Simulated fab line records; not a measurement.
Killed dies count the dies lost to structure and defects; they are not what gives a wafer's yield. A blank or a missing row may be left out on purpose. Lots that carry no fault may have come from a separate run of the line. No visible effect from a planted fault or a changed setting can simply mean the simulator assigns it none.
Chamber matching -- flow gf180mcu -- rie_diel-03 running GF_PASSIVATION_ETCH_11: 4 sister chambers
The step etches the open film in CF4/O2, stops on TiN, target depth 1800 nm, time 400 s. 4 wafers are shown with their chamber, then 8 later ones without.

## EACH WAFER AND ITS CHAMBER
wafer,chamber,drypump_motor_current_A (A)
L084.3,0,6.6
L086.6,2,6.4
L087.6,3,5.8
L089.3,1,5.8

## WAFERS WHOSE CHAMBER IS MISSING
wafer,drypump_motor_current_A (A)
L089.4,5.7
L089.6,5.8
L090.2,6.6
L090.3,6.4
L090.4,5.8
L094.2,6.5
L094.3,6.7
L094.6,5.8

## CHAMBER TAKEN BY EACH
wafer,from the rows above,in truth
L089.4,can't be placed: 1 or 3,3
L089.6,can't be placed: 1 or 3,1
L090.2,0,0
L090.3,2,2
L090.4,can't be placed: 1 or 3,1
L094.2,can't be placed: 0 or 2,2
L094.3,0,0
L094.6,can't be placed: 1 or 3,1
3 of 8 placed correctly. Not placeable from these rows: 5 (in 5, the candidates include the true chamber). Placed wrongly: 0.
How it was worked out, from the rows above alone: a wafer's distance from a chamber is the root of the sum, over the readings, of the square of ((its reading less the chamber's mean) divided by the reading's scatter). The wafer belongs to the nearest chamber; if the next one is less than 2 further off, it can't be placed. The mean given for a chamber averages the wafers shown for that chamber. The scatter: with one shown wafer a chamber, the root of the mean of the squares of how far each hidden wafer lies from its nearest shown one.
